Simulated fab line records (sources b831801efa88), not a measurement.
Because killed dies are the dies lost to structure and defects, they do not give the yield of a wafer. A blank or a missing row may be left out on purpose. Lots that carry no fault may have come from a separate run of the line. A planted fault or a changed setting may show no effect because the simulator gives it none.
fab line records | flow sfqLine
[record] lots = 15 | wafers = 44 | lastDay = 81
route steps=325 shown M6@262
lots with no fault: from the same line, run without faults
startH: hours from the record's first day to the start of the lot's first wafer shown | waitH: time in hours since the lot's previous step | " same as the row above | L1.1+2: a single row standing in for several wafers | - value missing, or start not given | * or withheld: withheld | < > ~ a bound
route shown NAME@n: names a module that has steps shown in the file, with the first one's number in the route | usual: average and standard deviation across the fault-free wafers | same: alike in all rows | chamber/n: place in a boat | sites: readings site by site | _std_site: their standard deviation | _edge_site: the outer-site mean with the inner-site mean subtracted | radiusMm: how far each site lies from the wafer's centre | mask NAME#n: copy n | behind: tool/chamber where the wafer was last shaped | hold: reason for holding the lot/hours on hold/outcome of the hold | device: the n, p or np transistor that did not switch | end of line: the same wafers' tests at the end of the route | step lacking rows: just its recipe | killed: count of dies lost to structure and defects at first sort (not the wafer's yield) | map: a wafer's dies, marking killed ones x, the rest . and places with no die _
set.NAME: the run value of the setting; set.NAME@STEP: its run value at that earlier step | model.NAME: the simulator's own value behind a step, which no gauge read
the route's steps for a sample of lots (tables are steps, rows are wafers)
services: a tool's chamber out of use, with start hour (startH, from the record's first day; less than 0 if before it), hours out, and reason
[[steps]]
[step SFQ_TRILAYER_M6_BARC_OPEN_METAL_ETCH_206]
[recipe] maskMaterial = PR | chemistry = O2 | targetDepthNm = 125 | target = BARC | icpW = 600 | biasW = 80 | pressureMtorr = 10 | timeS = 41.7
[usual] drypumpMotorCurrentA = 5.9/0.41 | oesProductAu = 0.685/0.0046 | rfFwdPowerW = 592.9/2.8 | runLengthS = 70.3/0.73
lot.wafer | tool        | chamber | startH  | waitH | drypumpMotorCurrentA | oesProductAu | rfFwdPowerW | rfHoursCounterH | runLengthS
L238.2    | rieMetal-01 | 0       | 1362.74 | 0.0   | 5.8                  | 0.691        | 594.1       | 59              | 69.5
L238.4    | "           | 1       | "       | "     | 5.7                  | 0.680        | 594.1       | -               | 69.9
L238.6    | "           | 0       | "       | "     | 5.8                  | 0.684        | 592.0       | -               | 69.5
L239.3    | rieMetal-01 | 0       | 1365.16 | 0.0   | 5.7                  | 0.684        | 595.1       | -               | 69.6
L239.4    | "           | 1       | "       | "     | 5.7                  | 0.684        | 593.0       | -               | 70.1
L239.5    | "           | 1       | "       | "     | 5.7                  | 0.689        | 592.9       | -               | 69.9
L241.1    | rieMetal-04 | 1       | 1368.74 | 0.0   | 5.7                  | 0.683        | 594.8       | 59              | 70.0
L241.5    | "           | 0       | "       | "     | 6.3                  | 0.685        | 591.6       | -               | 70.2
L241.6    | "           | 1       | "       | "     | 5.7                  | 0.680        | 594.6       | -               | 70.2
L243.4    | rieMetal-04 | 0       | 1373.56 | 0.0   | 6.3                  | 0.678        | 589.5       | -               | 70.1
L243.5    | "           | 1       | "       | "     | 5.7                  | 0.688        | 590.5       | -               | 70.0
L243.6    | "           | 0       | "       | "     | 6.3                  | 0.688        | 588.1       | -               | 70.1
L244.3    | rieMetal-01 | 0       | 1378.36 | 0.0   | 5.8                  | 0.685        | 594.7       | -               | 69.9
L244.4    | "           | 1       | "       | "     | 5.7                  | 0.684        | 596.4       | -               | 70.4
L244.5    | "           | 0       | "       | "     | 5.8                  | 0.681        | 597.0       | -               | 69.8
L245.1    | rieMetal-04 | 0       | 1381.94 | 0.0   | 6.3                  | 0.745        | -           | 118             | 65.3
L245.3    | "           | 0       | "       | "     | 6.3                  | 0.681        | 589.3       | -               | 70.1
L245.6    | "           | 0       | "       | "     | 6.3                  | 0.749        | -           | -               | 65.6
L246.1    | rieMetal-04 | 0       | 1386.74 | 0.0   | 6.3                  | 0.748        | -           | 119             | 65.3
L246.2    | "           | 1       | "       | "     | 5.7                  | 0.682        | 592.7       | 63              | 70.4
L246.4    | "           | 1       | "       | "     | 5.7                  | 0.677        | 590.5       | -               | 70.1
L248.1    | rieMetal-04 | 1       | 1396.65 | 0.0   | 5.7                  | 0.755        | -           | 65              | 65.2
L248.4    | "           | 0       | "       | "     | 6.3                  | 0.691        | 587.5       | -               | 70.1
L254.2    | rieMetal-04 | 0       | 1726.23 | 0.0   | 6.3                  | 0.682        | 594.0       | 23              | 73.6
L254.5    | "           | 1       | "       | "     | 5.7                  | 0.682        | 593.8       | -               | 73.0
L254.6    | "           | 0       | "       | "     | 6.3                  | 0.685        | 592.4       | -               | 73.9
L255.1    | rieMetal-01 | 1       | 1727.43 | 0.0   | 5.7                  | 0.686        | 593.7       | 146             | 70.0
L255.5    | "           | 1       | "       | "     | 5.7                  | 0.692        | 593.3       | -               | 70.3
L255.6    | "           | 0       | "       | "     | 5.8                  | 0.685        | 594.3       | -               | 70.0
L256.1    | rieMetal-02 | 1       | 1728.63 | 0.0   | 5.2                  | 0.682        | 598.6       | 92              | 69.6
L256.3    | "           | 1       | "       | "     | 5.2                  | 0.687        | 595.5       | -               | 69.6
L256.5    | "           | 1       | "       | "     | 5.2                  | 0.687        | 595.9       | -               | 70.0
L257.2    | rieMetal-04 | 1       | 1729.83 | 0.0   | 5.7                  | 0.681        | 593.6       | 117             | 70.1
L257.3    | "           | 1       | "       | "     | 5.7                  | 0.685        | 593.0       | -               | 70.4
L257.5    | "           | 1       | "       | "     | 5.7                  | 0.688        | 591.7       | -               | 70.5
L258.2    | rieMetal-01 | 1       | 1732.23 | 0.0   | 5.7                  | 0.687        | 591.9       | 147             | 70.0
L258.4    | "           | 0       | "       | "     | 5.8                  | 0.686        | 595.4       | -               | 69.4
L258.5    | "           | 0       | "       | "     | 5.8                  | 0.680        | 596.5       | -               | 70.1
L259.1    | rieMetal-02 | 1       | 1733.43 | 0.0   | 5.2                  | 0.693        | 596.7       | 92              | 69.6
L259.2    | "           | 0       | "       | "     | 6.5                  | 0.681        | 593.1       | 61              | 70.4
L259.3    | "           | 0       | "       | "     | 6.5                  | 0.682        | 590.7       | -               | 70.6
L261.2    | rieMetal-04 | 1       | 1735.83 | 0.0   | 5.7                  | 0.683        | 596.4       | 118             | 70.3
L261.4    | "           | 0       | "       | "     | 6.3                  | 0.689        | 591.3       | -               | 70.2
L261.5    | "           | 1       | "       | "     | 5.7                  | 0.679        | 593.9       | -               | 70.0
[[services]]
tool        | chamber | startH  | hours | kind
rieMetal-02 | 0       | 1416.76 | 6.2   | repair
rieMetal-01 | -       | 1422.01 | 0.2   | repair
rieMetal-01 | -       | 1440.84 | 1.4   | pm
rieMetal-04 | 0       | 1556.05 | -     | clean
rieMetal-04 | 0       | 1556.05 | -     | consumableReplace:focusRing
rieMetal-04 | 0       | 1556.05 | 18.8  | scheduledDown
rieMetal-04 | 0       | 1556.05 | 18.8  | ventCycle
rieMetal-04 | -       | 1576.27 | 0.4   | repair
rieMetal-02 | -       | 1603.00 | 3.8   | repair
rieMetal-02 | -       | 1624.61 | 2.8   | pm
rieMetal-01 | -       | 1634.47 | 2.8   | pm
rieMetal-01 | 0       | 1641.37 | 4.1   | repair
rieMetal-02 | 1       | 1699.75 | 17.9  | repair
[[key]]
[firstSign] step = SFQ_TRILAYER_M6_BARC_OPEN_METAL_ETCH_206 | reading = oesProductAu | direction = up | sigmas = 14 | usual = 0.685 | struck = 0.749
[effect] step = SFQ_TRILAYER_M6_BARC_OPEN_METAL_ETCH_206 | reading = runLengthS | direction = down | sigmas = 6.8 | usual = * | struck = *
metAt SFQ_TRILAYER_M6_BARC_OPEN_METAL_ETCH_206
struckLots L245,L246,L248
struckWafers L245.1,L245.6,L246.1,L248.1
onsetBetween 1373.56 1381.94
[fault] kind = processParameterDrift | tool = rieMetal-04 | chamber = - | onsetH = 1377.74 | steps = SFQ_TRILAYER_M6_BARC_OPEN_METAL_ETCH_206 | channel = timeS | offset = * | shape = step | endH = 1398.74 | scope = struckWafersOnly | actsIn = * | stated = *
